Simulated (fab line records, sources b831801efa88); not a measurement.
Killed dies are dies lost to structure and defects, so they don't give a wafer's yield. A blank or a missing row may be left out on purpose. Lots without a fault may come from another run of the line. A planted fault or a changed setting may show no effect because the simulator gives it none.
fab line records | flow gf180mcu
record lots=13 wafers=39 last_day=34
route steps=602 shown V1@358 M2@363 V2@382
lots that met no fault: from a run of the same line without faults
start_h: hours from the record's first day to the start of the lot's first wafer shown | wait_h: hours since the lot's step before | " the same as in the row above | L1.1+2: a row that stands for several wafers | - no value, or no start given | * or withheld: withheld | < > ~ a bound
route shown NAME@n: a module of which the file shows steps, and the number in the route of the first | usual: mean/standard deviation of fault-free wafers | same: alike in all rows | chamber/n: place in a boat | sites: the reading at each site | _std_site: their standard deviation | _edge_site: outer sites' mean less inner sites' | radius_mm: how far each site lies from the wafer's centre | mask NAME#n: copy n | behind: the tool/chamber that last shaped the wafer | hold: why the lot was held/for how many hours/how that ended | device: the transistor (n, p or np) that didn't switch | end of line: the same wafers' tests at the end of the route | a step without rows: its recipe alone | killed: dies lost to structure and defects at the first sort, not the wafer's yield | map: a wafer's dies, x killed, . not, _ none there
set.NAME: the setting as run; set.NAME@STEP: as run at that earlier step | model.NAME: the simulator's own value behind a step, which no gauge read
steps of the route over a sample of lots; a table a step, a row a wafer
services: from which hour (start_h, from the record's first day; less than 0 if before it) a tool's chamber was out of use, for how many hours, and why
## steps
# step GF_V1_CVD_23
# recipe material=W target_thk_nm=350 time_s=105.05 temp_c=400 pressure_torr=40
# usual chamber_pressure_Torr=40.00/0.079 heater_power_w=884/67
# columns lot.wafer tool chamber start_h wait_h chamber_pressure_Torr heater_power_w
L827.2 cvd_w-02 1 412.43 0.0 39.93 804
L827.4 " 0 " " 39.92 930
L827.5 " 1 " " 40.01 816
L828.1 cvd_w-01 0 419.48 0.0 40.04 802
L828.4 " 1 " " 39.94 981
L828.6 " 1 " " 40.10 959
L830.2 cvd_w-02 0 433.11 0.0 39.93 929
L830.3 " 0 " " 40.01 924
L830.5 " 1 " " 40.00 815
L831.1 cvd_w-02 0 443.06 0.0 39.99 912
L831.3 " 1 " " 39.93 836
L831.6 " 0 " " 39.94 922
L832.3 cvd_w-02 0 454.08 0.1 40.04 925
L832.5 " 0 " " 39.98 936
L832.6 " 1 " " 39.92 834
L834.1 cvd_w-02 0 473.46 0.0 40.06 933
L834.2 " 1 " " 39.93 818
L834.6 " 0 " " 40.00 917
L838.1 cvd_w-02 1 509.81 0.0 40.01 793
L838.3 " 0 " " 40.06 907
L838.6 " 0 " " 39.96 896
L839.1 cvd_w-02 0 516.23 0.0 40.00 930
L839.3 " 0 " " 40.07 931
L839.6 " 1 " " 40.13 829
L844.1 cvd_w-01 0 569.28 0.0 40.15 815
L844.4 " 1 " " 39.89 989
L844.6 " 1 " " 40.02 971
L848.1 cvd_w-01 1 588.70 0.0 39.99 995
L848.4 " 0 " " 39.80 807
L848.6 " 0 " " 39.96 804
L847.1 cvd_w-02 1 588.78 0.0 40.25 832
L847.4 " 1 " " 40.08 843
L847.5 " 1 " " 40.07 826
L849.3 cvd_w-01 1 598.39 0.1 40.12 979
L849.4 " 0 " " 39.94 795
L849.6 " 0 " " 40.03 806
L850.2 cvd_w-01 1 607.41 0.0 39.94 999
L850.5 " 0 " " 39.77 814
L850.6 " 1 " " 39.94 965
# step GF_M2_SPUTTER_01
# recipe material=TiN target_thk_nm=30 power_w=6500 time_s=25 chamber_pressure_pa=0.4
# usual throttle_valve_pct=30.0/1
# columns lot.wafer tool chamber start_h wait_h throttle_valve_pct
L827.2 pvd_sputter-01 - 413.39 0.1 30.5
L827.4 " - " " 30.5
L827.5 " - " " 30.6
L828.1 pvd_sputter-04 - 420.18 0.1 31.8
L828.4 " - " " 29.1
L828.6 " - " " 31.6
L830.2 pvd_sputter-02 - 433.80 0.1 30.5
L830.3 " - " " 27.9
L830.5 " - " " 30.3
L831.1 pvd_sputter-02 - 443.76 0.1 30.1
L831.3 " - " " 30.7
L831.6 " - " " 27.7
L832.3 pvd_sputter-01 - 454.73 0.1 30.5
L832.5 " - " " 29.6
L832.6 " - " " 30.6
L834.1 pvd_sputter-04 - 474.21 0.1 29.7
L834.2 " - " " 29.2
L834.6 " - " " 30.6
L838.1 pvd_sputter-01 - 510.50 0.1 29.9
L838.3 " - " " 30.5
L838.6 " - " " 30.6
L839.1 pvd_sputter-01 - 516.92 0.1 30.9
L839.3 " - " " 29.8
L839.6 " - " " 29.9
L844.1 pvd_sputter-02 - 569.97 0.1 27.8
L844.4 " - " " 30.1
L844.6 " - " " 30.5
L848.1 pvd_sputter-04 - 589.39 0.1 30.0
L848.4 " - " " 29.2
L848.6 " - " " 29.8
L847.1 pvd_sputter-01 - 589.47 0.1 30.0
L847.4 " - " " 30.5
L847.5 " - " " 30.5
L849.3 pvd_sputter-04 - 599.04 0.1 29.9
L849.4 " - " " 30.4
L849.6 " - " " 31.6
L850.2 pvd_sputter-01 - 608.16 0.1 30.5
L850.5 " - " " 30.5
L850.6 " - " " 30.7
# step GF_M2_THK_MEAS_06
# recipe thk_meas_gauge=xrf reads=AlCu_of_M2_SPUTTER_02
# usual M2_ALCU_THK=440/5.6
# columns lot.wafer tool chamber start_h wait_h M2_ALCU_THK[nm]
L827.2 film_metro-01 - 413.64 0.1 431
L827.4 " - " " 435
L827.5 " - " " 432
L828.1 film_metro-02 - 420.42 0.1 434
L828.4 " - " " 437
L828.6 " - " " 434
L830.2 film_metro-02 - 434.05 0.1 456
L830.3 " - " " 451
L830.5 " - " " 453
L831.1 film_metro-04 - 444.00 0.1 443
L831.3 " - " " 441
L831.6 " - " " 442
L832.3 film_metro-01 - 454.99 0.1 439
L832.5 " - " " 440
L832.6 " - " " 441
L834.1 film_metro-04 - 474.45 0.1 437
L834.2 " - " " 436
L834.6 " - " " 436
L838.1 film_metro-02 - 510.74 0.1 442
L838.3 " - " " 436
L838.6 " - " " 439
L839.1 film_metro-04 - 517.17 0.1 445
L839.3 " - " " 445
L839.6 " - " " 444
L844.1 film_metro-01 - 570.21 0.1 431
L844.4 " - " " 439
L844.6 " - " " 440
L848.1 film_metro-04 - 589.63 0.1 439
L848.4 " - " " 439
L848.6 " - " " 438
L847.1 film_metro-01 - 589.71 0.1 443
L847.4 " - " " 442
L847.5 " - " " 437
L849.3 film_metro-04 - 599.30 0.1 438
L849.4 " - " " 435
L849.6 " - " " 437
L850.2 film_metro-01 - 608.42 0.1 441
L850.5 " - " " 441
L850.6 " - " " 434
# step GF_V2_CVD_00
# recipe material=SiO2 target_thk_nm=600 sigma_open_frac=0.3 temp_c=400 time_s=100 sih4_flow_sccm=60 pressure_mtorr=6
# usual sih4_flow_sccm=60.00/0.18
# columns lot.wafer tool chamber start_h wait_h sih4_flow_sccm
L827.2 hdpcvd-02 2 439.19 0.0 59.99
L827.4 " 0 " " 59.66
L827.5 " 2 " " 59.81
L828.1 hdpcvd-01 0 445.57 0.0 59.78
L828.4 " 1 " " 60.14
L828.6 " 0 " " 59.94
L830.2 hdpcvd-01 2 459.11 0.0 60.15
L830.3 " 1 " " 59.88
L830.5 " 1 " " 59.69
L831.1 hdpcvd-01 1 468.69 0.0 59.97
L831.3 " 2 " " 59.90
L831.6 " 2 " " 59.82
L832.3 hdpcvd-01 2 479.87 0.0 59.71
L832.5 " 0 " " 59.92
L832.6 " 1 " " 59.91
L834.1 hdpcvd-02 1 498.42 0.0 60.23
L834.2 " 2 " " 59.91
L834.6 " 1 " " 60.13
L838.1 hdpcvd-01 1 533.57 0.0 59.89
L838.3 " 2 " " 60.12
L838.6 " 0 " " 48.05
L839.1 hdpcvd-01 2 540.64 0.0 59.99
L839.3 " 0 " " 48.21
L839.6 " 2 " " 59.95
L844.1 hdpcvd-02 0 592.85 0.0 60.11
L844.4 " 2 " " 60.08
L844.6 " 0 " " 60.05
L848.1 hdpcvd-02 1 611.10 0.0 60.01
L848.4 " 1 " " 60.13
L848.6 " 2 " " 60.00
L847.1 hdpcvd-01 0 611.68 0.0 60.06
L847.4 " 2 " " 60.38
L847.5 " 0 " " 60.50
L849.3 hdpcvd-02 0 621.40 0.0 60.27
L849.4 " 0 " " 60.18
L849.6 " 1 " " 60.23
L850.2 hdpcvd-02 2 630.14 0.0 59.98
L850.5 " 1 " " 60.22
L850.6 " 2 " " 59.96
# step GF_V2_THK_MEAS_01
# recipe reads=SiO2_of_V2_CVD_00
# usual V2_CVD_00_THK=601/7.3
# columns lot.wafer tool chamber start_h wait_h V2_CVD_00_THK[nm]
L827.2 film_metro-03 - 439.27 0.0 598
L827.4 " - " " 593
L827.5 " - " " 599
L828.1 film_metro-01 - 445.64 0.0 611
L828.4 " - " " 605
L828.6 " - " " 608
L830.2 film_metro-01 - 459.19 0.0 605
L830.3 " - " " 601
L830.5 " - " " 602
L831.1 film_metro-01 - 468.76 0.0 594
L831.3 " - " " 595
L831.6 " - " " 605
L832.3 film_metro-03 - 479.96 0.1 606
L832.5 " - " " 610
L832.6 " - " " 602
L834.1 film_metro-03 - 498.50 0.0 595
L834.2 " - " " 602
L834.6 " - " " 595
L838.1 film_metro-02 - 533.65 0.0 609
L838.3 " - " " 603
L838.6 " - " " 488
L839.1 film_metro-03 - 540.71 0.0 608
L839.3 " - " " 485
L839.6 " - " " 607
L844.1 film_metro-03 - 592.92 0.0 605
L844.4 " - " " 595
L844.6 " - " " 603
L848.1 film_metro-03 - 611.17 0.0 594
L848.4 " - " " 594
L848.6 " - " " 589
L847.1 film_metro-02 - 611.75 0.0 608
L847.4 " - " " 601
L847.5 " - " " 609
L849.3 film_metro-03 - 621.49 0.1 602
L849.4 " - " " 604
L849.6 " - " " 599
L850.2 film_metro-03 - 630.22 0.0 594
L850.5 " - " " 605
L850.6 " - " " 592
## services
# columns tool chamber start_h hours kind
cvd_w-02 - 390.00 14.0 pm
cvd_w-02 0 390.00 14.0 vent_cycle
cvd_w-02 1 390.00 14.0 vent_cycle
hdpcvd-01 0 395.90 4.4 repair
pvd_sputter-04 - 407.97 6.6 repair
cvd_w-01 1 411.12 2.4 repair
cvd_w-01 0 411.99 5.3 repair
hdpcvd-01 1 412.57 3.8 repair
cvd_w-02 0 412.79 9.3 repair
cvd_w-02 - 421.21 6.9 pm
cvd_w-01 - 438.61 0.9 repair
cvd_w-01 0 439.28 24.5 repair
cvd_w-01 - 439.81 0.5 repair
pvd_sputter-04 - 465.24 1.7 repair
hdpcvd-01 0 489.00 4.3 repair
pvd_sputter-01 - 494.84 7.7 repair
pvd_sputter-02 - 499.19 5.2 repair
hdpcvd-02 - 505.52 0.8 repair
pvd_sputter-02 - 529.46 8.3 repair
hdpcvd-02 - 539.25 15.0 pm
hdpcvd-01 - 544.43 0.5 repair
cvd_w-01 - 545.00 1.0 repair
pvd_sputter-04 - 593.57 2.4 repair
hdpcvd-01 - 601.82 2.8 pm
## key
first_sign step=GF_V2_CVD_00 reading=sih4_flow_sccm direction=down sigmas=66 usual=60.00 struck=48.13
effect step=GF_V2_THK_MEAS_01 reading=V2_CVD_00_THK direction=down sigmas=16 usual=601 struck=487
met_at GF_V2_CVD_00
struck_lots L838,L839
struck_wafers L838.6,L839.3
not_acting_at GF_V1_CVD_23,GF_M2_SPUTTER_01,GF_M2_THK_MEAS_06
onset_between 479.87 533.57
fault kind=process_parameter_drift tool=hdpcvd-01 chamber=0 onset_h=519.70 steps=GF_V2_CVD_00 channel=sih4_flow_sccm offset=-12 shape=step end_h=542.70 acts_in=these_recipes_only stated=60
